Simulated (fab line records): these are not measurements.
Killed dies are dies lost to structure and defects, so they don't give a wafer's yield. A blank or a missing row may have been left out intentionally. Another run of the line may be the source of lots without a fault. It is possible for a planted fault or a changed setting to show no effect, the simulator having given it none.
Which tool did it? :: flow sky130 :: 12 lots, 36 wafers sampled, at 1 step of a route of 708

== WHAT EACH GAUGE READ, for each wafer ==
SKY_LDD_LDN_OVL_MEAS_07.
lot: L384
measured: day 24 07:08
on: overlay-01
LDD_LDN_OVL (nm): -1.2 -1.0 -1.5

lot: L383
measured: day 24 08:20
on: overlay-01
LDD_LDN_OVL (nm): 1.1 -1.5 -2.3

lot: L386
measured: day 25 06:23
on: overlay-02
LDD_LDN_OVL (nm): 1.0 1.3 -1.0

lot: L387
measured: day 25 12:46
on: overlay-01
LDD_LDN_OVL (nm): -2.0 -1.7 2.2

lot: L389
measured: day 26 07:02
on: overlay-02
LDD_LDN_OVL (nm): 1.9 1.8 -0.3

lot: L390
measured: day 27 01:41
on: overlay-01
LDD_LDN_OVL (nm): -0.4 -1.4 -2.1

lot: L391
measured: day 27 07:52
on: overlay-01
LDD_LDN_OVL (nm): 1.6 2.2 0.6

lot: L392
measured: day 27 18:05
on: overlay-02
LDD_LDN_OVL (nm): 0.0 1.0 -1.6

lot: L400
measured: day 30 07:18
on: overlay-01
LDD_LDN_OVL (nm): -0.9 -1.2 -0.9

lot: L403
measured: day 31 06:09
on: overlay-02
LDD_LDN_OVL (nm): 0.6 -1.5 -1.1

lot: L404
measured: day 31 07:21
on: overlay-02
LDD_LDN_OVL (nm): 0.3 -1.1 0.7

lot: L405
measured: day 31 17:26
on: overlay-01
LDD_LDN_OVL (nm): 1.4 -1.2 -1.5

== WHICH TOOL RAN EACH LOT (tool, then ch and the chambers of the sampled wafers, then the start) ==
Before these readings, the record contains no process step.

== WHAT THE TOOLS THEMSELVES READ (means of the sampled wafers that have a number; where no wafer has one, the mark that the record gives instead) ==
The record holds no such reading with a usual standard deviation.

== THE ANSWER, worked out from the rows above alone ==
Rule: what is usual is taken from the lots themselves. The widest of any qualifying gaps counts: lots, ordered by their means at a reading, are off when they make up no more than a third of the lots, leave a main group of 4 or more, and stand apart from it by 3 or more times the standard deviation of that group's means. A main group whose means are all the same, to the digits that the tables above print for the reading, isn't used. A lot without any number at a reading at which 4 lots or more have one is off too. The other lots that the step has rows for count as sound. First the gauges in route order, then the tools' own readings, where a lot's mean is used as printed above. At the first step where some lot is off, the reading lying furthest off is the one used; lots without a number count as furthest.
No lot is off at any reading shown: from this, nothing can be told.

== WHAT WAS PUT IN BY THE SIMULATOR ==
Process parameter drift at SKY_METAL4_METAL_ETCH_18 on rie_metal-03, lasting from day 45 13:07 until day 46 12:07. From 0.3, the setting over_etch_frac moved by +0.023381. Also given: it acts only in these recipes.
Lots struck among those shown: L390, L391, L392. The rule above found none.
